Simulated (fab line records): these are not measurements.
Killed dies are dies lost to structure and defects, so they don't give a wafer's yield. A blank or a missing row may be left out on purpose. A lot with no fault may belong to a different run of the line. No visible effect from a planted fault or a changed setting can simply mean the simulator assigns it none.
A lot that was struck, set against a sound lot    flow gf180mcu    27 out of 602 route steps
Sound: wafers L917.1, L917.5, L917.6. Wafers struck: L915.2, L915.5, L915.6. At the end, the cause is stated.
Each step with rows lists, per side, the tool, then ch with its chambers, then its first start. Under that, the readings that differ: sound wafers    struck wafers    difference of the means    sigmas: that difference in standard deviations of wafers without a fault.
alike: readings with means less than 2 such deviations apart, plus words and numbers identical on both sides. not compared: withheld readings, readings lacking a value on some wafer, bounds such as >300 that could conceal the same value, and numbers that have no deviation in the record and whose values overlap.
The two part at a step that has a row with sigmas, a row that says differs or no value, or rows on one side only. When numbers do not overlap yet have no deviation, they are printed without sigmas and do not part them. Lack of a reading on every wafer of one side parts them only where that side has two or more wafers.

GF_HV_LDD_ETCHBACK_58: etches Si3N4 in CH3F/O2, stops on SiO2, time 100 s, target depth 90 nm.
  sound on rieDiel-02 ch 0,2,3, day 19 02:26; struck on rieDiel-04 ch 2,3, day 18 12:25
  alike: chamberPressureMTorr, drypumpMotorCurrentA, oesProductAu, throttleValvePct
  not compared: rfHoursCounterH
then, 7 steps without rows for these wafers: GF_NSD_DEHYDRATE_00 (time 60 s); GF_NSD_HMDS_01 (prime time 60 s); GF_NSD_COAT_02 (resist thk 1000 nm); GF_NSD_SOFTBAKE_03 (time 60 s); GF_NSD_EXPOSE_04 (exposes mask Nplus, target cd 400 nm); GF_NSD_PEB_05; GF_NSD_DEVELOP_06 (develop time 60 s).
GF_NSD_CD_MEAS_07: target cd 400 nm.
  struck on cdSem-01, day 19 12:31; sound on cdSem-01, day 20 02:47
  alike: cdNm
GF_NSD_OVL_MEAS_08:
  struck on overlay-02, day 19 12:37; sound on overlay-01, day 20 02:55
  alike: NSD_OVL
then, 2 steps without rows for these wafers: GF_NSD_IMPLANT_09; GF_NSD_IMPLANT_10.
GF_NSD_STRIP_11: strips in O2/N2.
  sound on plasmaAsher-04 ch 0,1, day 20 03:15; struck on plasmaAsher-03 ch 0,1, day 19 12:57
  no value came back on the struck wafers for any of 6 readings (chamberPressureMTorr (mTorr), drypumpMotorCurrentA (A) and others); on the sound wafers chamberPressureMTorr (mTorr) reads 1499.2 1501.7 1500.7
reading                                  sound  struck             difference  sigmas
model.NOVOLAK_of_NSD_COAT_02.thkNm (nm)  0 0 0  987.9 986.6 986.5  +987.0      
  not compared: rfHoursCounterH
GF_NSD_TW_MEAS_12:
  struck on filmMetro-03, day 19 13:04; sound on filmMetro-03, day 20 03:21
  alike: NSD_TW
then, 7 steps without rows for these wafers: GF_PSD_DEHYDRATE_00 (time 60 s); GF_PSD_HMDS_01 (prime time 60 s); GF_PSD_COAT_02 (resist thk 1000 nm); GF_PSD_SOFTBAKE_03 (time 60 s); GF_PSD_EXPOSE_04 (exposes mask Pplus, target cd 400 nm); GF_PSD_PEB_05; GF_PSD_DEVELOP_06 (develop time 60 s).
GF_PSD_CD_MEAS_07: target cd 400 nm.
  struck on cdSem-01, day 20 13:19; sound on cdSem-01, day 21 03:54
  alike: cdNm
GF_PSD_OVL_MEAS_08:
  struck on overlay-01, day 20 13:26; sound on overlay-01, day 21 04:01
  alike: PSD_OVL
next, for these wafers, 1 step has no rows: GF_PSD_IMPLANT_09.
GF_PSD_STRIP_10: strips in O2/N2.
  sound on plasmaAsher-01 ch 0,1, day 21 04:13; struck on plasmaAsher-01 ch 0,1, day 20 13:37
reading                   sound              struck             difference  sigmas
oesProductAu (a.u.)       0.591 0.591 0.593  0.654 0.651 0.655  +0.062      +15
stripTimeToEndpointS (s)  16.59 16.51 16.55  31.30 31.27 31.26  +14.73      +99 or more
  alike: chamberPressureMTorr, drypumpMotorCurrentA, heaterPowerW, n2FlowSccm
  not compared: rfHoursCounterH
GF_PSD_TW_MEAS_11:
  struck on filmMetro-02, day 20 13:43; sound on filmMetro-04, day 21 04:19
reading  sound           struck    difference  sigmas
PSD_TW   3165 3166 3154  30 30 30  -3132       -99 or more
then, 1 step without rows for these wafers: GF_PSD_CLEAN_12 (cleans in SC1/SC2, time 150 s).

## WHERE THEY PART
Earliest at GF_NSD_STRIP_11; latest, in this record, at GF_PSD_TW_MEAS_11.

WHY: what had been put in by the simulator
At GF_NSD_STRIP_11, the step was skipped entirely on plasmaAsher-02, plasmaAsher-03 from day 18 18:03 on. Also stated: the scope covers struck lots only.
